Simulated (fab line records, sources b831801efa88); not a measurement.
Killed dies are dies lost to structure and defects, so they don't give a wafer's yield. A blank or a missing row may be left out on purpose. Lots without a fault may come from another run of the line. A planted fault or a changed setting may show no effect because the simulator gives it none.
Chamber matching | flow sky130 | SKY_FIELD_ISO_CMP_27 on cmp-01: 4 sister chambers
The step polishes, stops on Si3N4, t overpolish 16 s, target thk 457.8 nm. 4 wafers are shown with their chamber, then 7 later ones without.

WAFERS WITH THEIR CHAMBER
wafer  | chamber | motor_current_A (A)
L324.6 | 0       | 12.0
L325.5 | 2       | 15.0
L331.1 | 1       | 12.3
L331.3 | 3       | 11.0

WAFERS WITHOUT THEIR CHAMBER
wafer  | motor_current_A (A)
L331.6 | 11.4
L332.2 | 12.6
L332.4 | 14.3
L332.6 | 11.7
L341.2 | 12.2
L341.3 | 15.5
L341.5 | 12.1

WHICH CHAMBER EACH WENT THROUGH
wafer  | from the rows above          | in truth
L331.6 | can't be placed: 3 or 0 or 1 | 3
L332.2 | can't be placed: 1 or 0      | 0
L332.4 | 2                            | 2
L332.6 | can't be placed: 0 or 1 or 3 | 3
L341.2 | can't be placed: 1 or 0      | 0
L341.3 | 2                            | 2
L341.5 | can't be placed: 0 or 1      | 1
Placed correctly: 2 of 7. Can't be placed from these rows: 5 (the true chamber is among the candidates in 5). Placed wrongly: 0.
How it was worked out, from the rows above alone: a wafer's distance from a chamber is the root of the sum, over the readings, of the square of ((its reading less the chamber's mean) divided by the reading's scatter). The wafer belongs to the nearest chamber; if the next one is less than 2 further off, it can't be placed. A chamber's mean is the mean of its shown wafers. The scatter: with one shown wafer a chamber, the root of the mean of the squares of how far each hidden wafer lies from its nearest shown one.
